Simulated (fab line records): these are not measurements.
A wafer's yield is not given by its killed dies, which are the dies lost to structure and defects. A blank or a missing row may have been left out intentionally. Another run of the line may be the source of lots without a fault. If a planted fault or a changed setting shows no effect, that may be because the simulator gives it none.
Code-filled problem report in 8D (eight disciplines) form | flow sky130 | the parts of the form that need people (team, actions taken, sign-off) are left out

1. WHAT WENT WRONG
Mean LDD_HVP_TW at SKY_LDD_HVP_TW_MEAS_10: 483.1 over 6 wafers in 2 lots; fault-free wafers: 456.9, standard deviation 2.8. That puts it +9.3 standard deviations away from the usual mean.
First seen on wafer L748.2, day 25 11:00, on film-metro-02. The record holds 36 wafers of 12 lots with a number at this step. The rule behind "out" and "out of limits": a value lying over 4 standard deviations away from the usual mean. All remaining wafers that have a number are taken as sound.

2. WHAT IT IS, AND WHAT IT ISN'T
question                    | is                           | is not
which readings at this step | LDD_HVP_TW                   | -
which lots                  | L748, L750                   | L738, L740, L741, L743, L745, L746, L749, L758, L759, L761
which wafers of those lots  | all that have a number       | -
read on which gauges        | film-metro-01, film-metro-02 | film-metro-04
when                        | from day 25 11:00            | up to then (21 sound wafers); but 9 sound wafers of L758, L759, L761 came after

3. THE SUSPECTS, EACH WITH WHAT RULES IT OUT
Counting: a tool at a process step up to the reading stays a suspect if it ran every lot that is out and no sound lot after the first of them.
- the gauge at SKY_LDD_HVP_TW_MEAS_10: ruled out. The wafers that are out were read on 2 gauges (film-metro-01, film-metro-02).
- plasma-asher-04 at SKY_POLY_GATE_STRIP_18 (strips in O2/N2): ruled out as a lasting fault. Sound lots L758, L761 ran on it after its first lot that is out, L748 (day 20 07:17).
- implanter-04 at SKY_LDD_HVP_IMPLANT_08: ruled out as a lasting fault. Sound lots L758, L759, L761 ran on it after its first lot that is out, L748 (day 25 10:46).
Left after counting: nothing in the record.

4. THE CAUSE (what the simulator had put in)
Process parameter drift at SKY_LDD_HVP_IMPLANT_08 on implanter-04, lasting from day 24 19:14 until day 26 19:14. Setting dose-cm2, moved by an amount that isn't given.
Counting ruled it out, wrongly: the rule takes a fault to strike every lot that its tool runs from its start on, and this one did not.

5. THE CHAIN OF EFFECTS, in route order
Each row: a reading where the mean over the struck wafers with a number is more than 3 standard deviations away from the usual. Only readings for which the record gives a usual standard deviation are gone through. hours: the time from each lot's start at the first step in this table that gives one to its start at this step, as a median over the lots. sigmas: the change in usual standard deviations.
hours | step                   | reading            | usual      | on struck wafers | change      | sigmas
0     | SKY_LDD_HVP_IMPLANT_08 | dose-ions-cm2      | 1.7003e+13 | 2.0398e+13       | +3.3947e+12 | +99 or more
0     | SKY_LDD_HVP_IMPLANT_08 | faraday-current-uA | 96.1       | 114.5            | +18.5       | +10
0     | SKY_LDD_HVP_TW_MEAS_10 | LDD_HVP_TW         | 456.9      | 483.1            | +26.2       | +9.3
Process steps it contains:
- SKY_LDD_HVP_IMPLANT_08
Later steps that measure or inspect, where all struck wafers having a row at the step show a number for every such reading and not one has moved that far: SKY_POLY_CUT_CD_MEAS_08, SKY_SD_N_CD_MEAS_07.

6. WHAT WOULD HAVE CAUGHT IT SOONER
Counted from the fault's start at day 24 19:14, it took 16 hours until the first out-of-limits reading at a measuring or inspecting step in this record, taken at day 25 11:00.
At SKY_LDD_HVP_IMPLANT_08, the tool's own readings (dose-ions-cm2, faraday-current-uA) were out on each struck wafer the step has a row for, so an alarm limit on them would have fired on the first such wafer.
